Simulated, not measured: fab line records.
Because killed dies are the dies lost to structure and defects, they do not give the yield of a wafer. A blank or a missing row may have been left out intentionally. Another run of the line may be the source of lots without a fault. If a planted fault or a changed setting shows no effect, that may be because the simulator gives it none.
The same fault as seen by 2 desks -- flow sky130 -- each desk has only its own numbers; what lay behind them comes last

== FROM THE METROLOGY DESK ==
What the gauges read, lot by lot, whatever tool the lot ran on: means of the sampled wafers that have a number. Any lot whose mean is over 4 standard deviations away from the usual mean is out of limits and marked OUT; that distance is given in the brackets.
Columns: A = FIELD_ISO_OXIDATION_01_THK at SKY_FIELD_ISO_THK_MEAS_23, usual 9.95 nm; B = VT_ADJUST_HVTR_TW at SKY_VT_ADJUST_HVTR_TW_MEAS_11, usual 210.9
lot,first seen here,A,B
L680,day 2 09:18,9.97,209.4
L681,day 2 12:10,9.86,212.2
L683,day 2 22:44,10.13,210.5
L685,day 3 12:22,10.07,179.1 (-29) OUT
L687,day 3 20:35,9.95,179.2 (-29) OUT
L690,day 4 10:05,10.22,178.7 (-29) OUT
L696,day 6 00:20,9.96,210.4
L697,day 6 04:38,10.00,209.4
L698,day 6 10:41,9.74,210.5
L701,day 7 10:53,10.13,212.7
L702,day 7 14:15,9.64,211.8
This desk's finding: out of limits on L685, L687, L690; first on L685, day 11 00:22 (VT_ADJUST_HVTR_TW at SKY_VT_ADJUST_HVTR_TW_MEAS_11). Within limits: L680, L681, L683, L696, L697, L698, L701, L702.

== THE TOOL OWNER'S DESK: implanter-03 ==
The tool's own readings at SKY_VT_ADJUST_HVTR_IMPLANT_09, given as means over the sampled wafers that have a number, one for each lot that went through this tool. Any lot whose mean is over 4 standard deviations away from the usual mean is out of limits and marked OUT; that distance is given in the brackets.
Columns: A = dose_ions_cm2 at SKY_VT_ADJUST_HVTR_IMPLANT_09, usual 2.0995e+12; B = faraday_current_uA at SKY_VT_ADJUST_HVTR_IMPLANT_09, usual 11.81
lot,first seen here,A,B
L680,day 9 10:53,2.1013e+12,11.95
L683,day 10 09:08,2.1002e+12,11.98
L685,day 11 00:08,1.1670e+12 (-99 or more) OUT,6.65 (-22) OUT
L687,day 11 15:11,1.1654e+12 (-99 or more) OUT,6.52 (-23) OUT
L690,day 12 04:25,1.1620e+12 (-99 or more) OUT,6.55 (-23) OUT
L697,day 14 21:47,2.1006e+12,11.78
L702,day 16 23:10,2.1030e+12,11.46
This desk's verdict: out of limits on L685, L687, L690, starting with L685 at day 11 00:08 (dose_ions_cm2 at SKY_VT_ADJUST_HVTR_IMPLANT_09). Within limits: L680, L683, L697, L702.

== BROUGHT TOGETHER ==
On L685, L687, L690, at day 11 00:08, an alarm was possible from the tool owner's desk.
L685, L687, L690 would have let the metrology desk raise an alarm at day 11 00:22.
The lots listed all ran SKY_VT_ADJUST_HVTR_IMPLANT_09 on implanter-03.

== WHAT THE SIMULATOR HAD INSERTED ==
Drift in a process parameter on implanter-03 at SKY_VT_ADJUST_HVTR_IMPLANT_09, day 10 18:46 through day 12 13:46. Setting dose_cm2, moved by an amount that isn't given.
Lots struck among those shown: L685, L687, L690.
Delay (hours) between the fault's onset and each desk's first out-of-limits reading: 5 at the tool owner's desk, 6 at the metrology desk.
